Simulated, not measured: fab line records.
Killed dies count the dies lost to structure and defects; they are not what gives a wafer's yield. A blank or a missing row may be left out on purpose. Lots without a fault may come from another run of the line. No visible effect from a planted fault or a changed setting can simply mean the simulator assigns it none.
Check of tool commonality ; flow gf180mcu ; Sampled: 13 lots, 39 wafers

## WHY THIS WAS OPENED
2 of 13 lots carry a flag on the reading HV_LDD_4_TW at GF_HV_LDD_TW_MEAS_50. Wafers without a fault read 565, standard deviation 3.3.
Rule: a lot is flagged when every wafer of it that has a number lies more than 4 standard deviations from that mean, or none has a number. The rest of the lots are taken to be sound.

lot;measured;on;HV_LDD_4_TW, wafer by wafer;flag
L946;day 12 18:04;filmMetro-01;565 559 560;
L947;day 13 01:55;filmMetro-01;564 566 567;
L948;day 13 08:12;filmMetro-02;569 569 569;
L949;day 13 19:55;filmMetro-01;564 564 564;
L950;day 14 04:54;filmMetro-02;567 567 568;
L951;day 14 10:54;filmMetro-04;565 563 561;
L961;day 17 22:28;filmMetro-04;509 511 510;FLAGGED
L962;day 18 02:57;filmMetro-04;509 508 509;FLAGGED
L963;day 18 17:52;filmMetro-01;567 567 567;
L964;day 19 00:16;filmMetro-02;569 572 572;
L966;day 19 13:30;filmMetro-01;564 564 565;
L967;day 19 23:40;filmMetro-04;566 565 565;
L968;day 20 10:00;filmMetro-02;567 567 566;
The mean of the flagged lots' numbers is 509, -56 from the usual (-17 standard deviations).

## LOT BY LOT: THE TOOL USED
Before the reading, the record contains 2 process steps out of a 602-step route. In each cell: the tool, then ch and the chambers that the sampled wafers went through, then the start.
lot;flag;GF_LVPWELL_STRIP_10;GF_HV_LDD_IMPLANT_48
L946;;plasmaAsher-02 ch 0,1, day 4 03:38;implanter-03 ch 0, day 12 17:50
L947;;plasmaAsher-03 ch 0,1, day 4 08:04;implanter-01 ch 0, day 13 01:42
L948;;plasmaAsher-01 ch 0,1, day 4 12:38;implanter-01 ch 0, day 13 07:57
L949;;plasmaAsher-02 ch 1, day 4 19:41;implanter-01 ch 0, day 13 19:40
L950;;plasmaAsher-01 ch 0,1, day 4 22:38;implanter-01 ch 0, day 14 04:39
L951;;plasmaAsher-03 ch 0,1, day 5 06:38;implanter-03 ch 0, day 14 10:39
L961;FLAGGED;plasmaAsher-02 ch 0,1, day 7 16:02;implanter-01 ch 0, day 17 22:13
L962;FLAGGED;plasmaAsher-03 ch 0,1, day 7 19:29;implanter-01 ch 0, day 18 02:42
L963;;plasmaAsher-03 ch 0,1, day 8 04:55;implanter-03 ch 0, day 18 17:39
L964;;plasmaAsher-03 ch 0,1, day 8 09:02;implanter-03 ch 0, day 19 00:02
L966;;plasmaAsher-01 ch 0,1, day 8 19:17;implanter-03 ch 0, day 19 13:15
L967;;plasmaAsher-01 ch 0,1, day 9 01:26;implanter-03 ch 0, day 19 23:25
L968;;plasmaAsher-03 ch 1, day 9 06:56;implanter-04 ch 0, day 20 09:45
These steps, and what they do:
- GF_LVPWELL_STRIP_10: strips in O2/N2.
- GF_HV_LDD_IMPLANT_48
- GF_HV_LDD_TW_MEAS_50

## FLAGGED OVER TOTAL, TOOL BY TOOL (the gauges that took the reading come last)
step;tool;lots run;flagged;share of the flagged lots;sound lots run after its first flagged lot
GF_LVPWELL_STRIP_10;plasmaAsher-01;4;0;none;-
GF_LVPWELL_STRIP_10;plasmaAsher-02;3;1;some;0
GF_LVPWELL_STRIP_10;plasmaAsher-03;6;1;some;3 (L963,L964,L968)
GF_HV_LDD_IMPLANT_48;implanter-01;6;2;all;0
GF_HV_LDD_IMPLANT_48;implanter-03;6;0;none;-
GF_HV_LDD_IMPLANT_48;implanter-04;1;0;none;-
GF_HV_LDD_TW_MEAS_50;filmMetro-01;5;0;none;-
GF_HV_LDD_TW_MEAS_50;filmMetro-02;4;0;none;-
GF_HV_LDD_TW_MEAS_50;filmMetro-04;4;2;all;1 (L967)

## THE TABLE: WHAT IT ALLOWS
In 2 table rows, all flagged lots were run: implanter-01 (GF_HV_LDD_IMPLANT_48), filmMetro-04 (GF_HV_LDD_TW_MEAS_50).
- implanter-01 at GF_HV_LDD_IMPLANT_48 ran 6 lots, 2 of them flagged. It ran its last sound lot, L950, at day 14 04:39 and its first flagged lot, L961, at day 17 22:13: a fault with its onset between the two fits. Its own readings lie more than 4 standard deviations out on every wafer of the flagged lots: beamEnergyKeV.
- filmMetro-04 at GF_HV_LDD_TW_MEAS_50 ran 4 lots, 2 of them flagged. Sound lots followed the first flagged one (L967) on it, something a lasting fault affecting the whole tool could not allow.
One tool is left: implanter-01 at GF_HV_LDD_IMPLANT_48.

## WHAT HAD BEEN PUT IN BY THE SIMULATOR
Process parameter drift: implanter-01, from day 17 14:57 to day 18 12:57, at GF_HV_LDD_IMPLANT_48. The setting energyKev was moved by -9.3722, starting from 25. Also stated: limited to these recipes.
Struck lots among those shown: L961, L962. The rule above reached the same finding.
